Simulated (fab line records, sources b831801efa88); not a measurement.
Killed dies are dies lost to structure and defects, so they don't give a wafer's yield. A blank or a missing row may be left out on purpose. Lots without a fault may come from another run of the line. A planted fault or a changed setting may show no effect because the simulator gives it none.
A struck lot beside a sound one | flow gf180mcu | 17 steps out of a route of 602
Sound: wafers L496.3, L496.4, L496.5. Struck: wafers L504.1, L504.4. (L504.2 of the same lot was not struck and is left out.) The cause comes at the end.
At each step with rows: each side's tool, then ch and its chambers, then its first start. Under that, the readings that differ: sound wafers | struck wafers | difference of the means | sigmas: that difference in standard deviations of wafers without a fault.
alike: readings whose means differ by less than 2 such deviations, and words and numbers that are the same on both sides. not compared: withheld readings, readings that some wafer has no value for, bounds like >300 that may hide the same value, and numbers for which the record gives no deviation and whose values overlap.
The two part at a step that has a row with sigmas, a row that says differs or no value, or rows on one side only. Numbers that don't overlap but have no deviation are shown without sigmas and don't part them. A reading that every wafer of one side lacks parts them only if that side has two wafers or more.

first, 3 steps without rows for these wafers: GF_V1_EXPOSE_11 (exposes mask Via1, target cd 260 nm); GF_V1_PEB_12 (peb time 90 s); GF_V1_DEVELOP_13 (develop time 60 s).
GF_V1_CD_MEAS_14: target cd 260 nm.
  sound on cd_sem-02, day 22 03:06; struck on cd_sem-01, day 24 11:22
  alike: cd_nm
GF_V1_OVL_MEAS_15:
  sound on overlay-02, day 22 03:11; struck on overlay-02, day 24 11:29
  alike: V1_OVL
then, 1 step without rows for these wafers: GF_V1_ETCH_16 (etches BARC in N2/H2).
GF_V1_ETCH_17: etches SiO2 in C4F8/O2/Ar, stops on TiN, target depth 630 nm.
  sound on rie_diel-04 ch 0,1,2; struck on rie_diel-04 ch 0,3
  alike: oes_product_au
GF_V1_STRIP_18: strips in O2/N2.
  sound on plasma_asher-04 ch 0,1, day 22 03:22; struck on plasma_asher-02 ch 0,1, day 24 11:39
  alike: drypump_motor_current_A, heater_power_w, oes_product_au
  not compared: rf_hours_counter_h
then, 2 steps without rows for these wafers: GF_V1_STRIP_19 (strips in post etch residue remover, time 1200 s); GF_V1_CLEAN_20 (cleans in DIW).
GF_V1_SPUTTER_21: material Ti, target thk 15 nm, time 80.02 s.
  sound on pvd_sputter-03, day 22 03:55; struck on pvd_sputter-03, day 24 12:11
  alike: substrate_temp_c, throttle_valve_pct
GF_V1_SPUTTER_22: material TiN, target thk 10 nm, time 40 s.
  sound on pvd_sputter-03, day 22 03:58; struck on pvd_sputter-03, day 24 12:15
  alike: throttle_valve_pct
GF_V1_CVD_23: deposits W, target thk 350 nm, time 105.05 s.
  sound on cvd_w-01 ch 0,1, day 22 04:02; struck on cvd_w-02 ch 1, day 24 12:17
  alike: heater_power_outer_w, heater_power_w
GF_V1_RS_MEAS_24: measures by four-point-probe.
  sound on film_metro-01, day 22 04:10; struck on film_metro-02, day 24 12:25
  reading          | sound             | struck      | difference | sigmas
  V1_W_RS (ohm/sq) | 0.328 0.327 0.327 | 0.388 0.387 | +0.060     | +15
GF_V1_THK_MEAS_25: measures by xrf.
  sound on film_metro-01, day 22 04:16; struck on film_metro-02, day 24 12:32
  reading       | sound       | struck  | difference | sigmas
  V1_W_THK (nm) | 343 346 348 | 302 301 | -44        | -9
GF_V1_CMP_26: polishes, stops on SiO2, t overpolish 15 s, target thk 0 nm.
  sound on cmp-02 ch 0,1, day 22 04:21; struck on cmp-01 ch 0,1, day 24 12:35
  reading              | sound                | struck        | difference | sigmas
  overpolish_run_s (s) | 15.009 15.010 15.000 | 14.991 14.985 | -0.018     | -2
  alike: motor_current_A, time_to_endpoint_s
GF_PASSIVATION_PROBE_99:
  the record has rows for the sound wafers here (prober-01, day 32 01:46) and none for the struck ones

WHERE THEY PART
First at GF_V1_RS_MEAS_24; last, within this record, at GF_PASSIVATION_PROBE_99.

WHY: what the simulator had put in
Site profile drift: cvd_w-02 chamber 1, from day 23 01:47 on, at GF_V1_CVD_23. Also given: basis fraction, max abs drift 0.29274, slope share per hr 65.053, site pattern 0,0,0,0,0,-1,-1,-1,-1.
